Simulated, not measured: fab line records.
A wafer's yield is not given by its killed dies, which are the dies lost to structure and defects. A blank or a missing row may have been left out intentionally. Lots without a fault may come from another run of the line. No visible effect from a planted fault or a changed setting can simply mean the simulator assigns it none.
Chamber matching ; flow gf180mcu ; GF_V3_CMP_26 on cmp-02 has 4 sister chambers
The step polishes, stops on SiO2, t overpolish 15 s, target thk 0 nm. 15 wafers are shown with their chamber, then 7 later ones without.

== WAFERS WITH THEIR CHAMBER ==
wafer;chamber;motor current A (A);time to endpoint s (s)
L211.2;0;13.1;83
L211.5;2;10.8;83
L211.6;3;10.2;85
L215.3;1;10.6;96
L215.4;3;10.7;87
L215.5;0;13.0;88
L219.1;1;10.1;89
L219.3;2;11.1;78
L219.5;1;10.3;90
L222.4;0;13.1;83
L222.5;0;12.6;84
L223.4;3;10.0;86
L223.5;3;10.3;84
L225.1;1;10.2;88
L225.5;0;13.3;80

SIGNATURES (means of the wafers above)
reading;chamber 0;chamber 1;chamber 2;chamber 3;scatter within a chamber
motor current A;13.020;10.300;10.950;10.300;0.255
time to endpoint s;83.60;90.75;80.50;85.50;2.85
Rule: for each reading, subtract the chamber's mean from the wafer's reading, divide by that reading's scatter and square the result; add these up over the readings and take the root, which gives the wafer's distance from the chamber. If the next closest chamber is less than 2 further off than the closest, the wafer can't be placed; otherwise it belongs to the closest. The scatter: the root of (the sum of the squares of (reading less its chamber's mean) over the shown wafers, divided by (wafers less chambers)).

== WAFERS WHOSE CHAMBER IS MISSING ==
wafer;motor current A (A);time to endpoint s (s)
L225.6;10.1;85
L232.2;12.7;79
L232.4;10.8;77
L232.6;10.2;80
L233.3;9.7;103
L233.5;11.4;86
L233.6;10.4;85

== CHAMBER TAKEN BY EACH ==
wafer;from the rows above;in truth
L225.6;can't be placed: 3 or 1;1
L232.2;0;0
L232.4;2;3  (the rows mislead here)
L232.6;can't be placed: 3 or 2 or 1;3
L233.3;can't be placed: 1 or 3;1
L233.5;can't be placed: 2 or 3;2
L233.6;can't be placed: 3 or 1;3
Correctly placed: 1 of 7. Can't be placed from these rows: 5 (the true chamber is among the candidates in 5). Placed wrongly: 1.
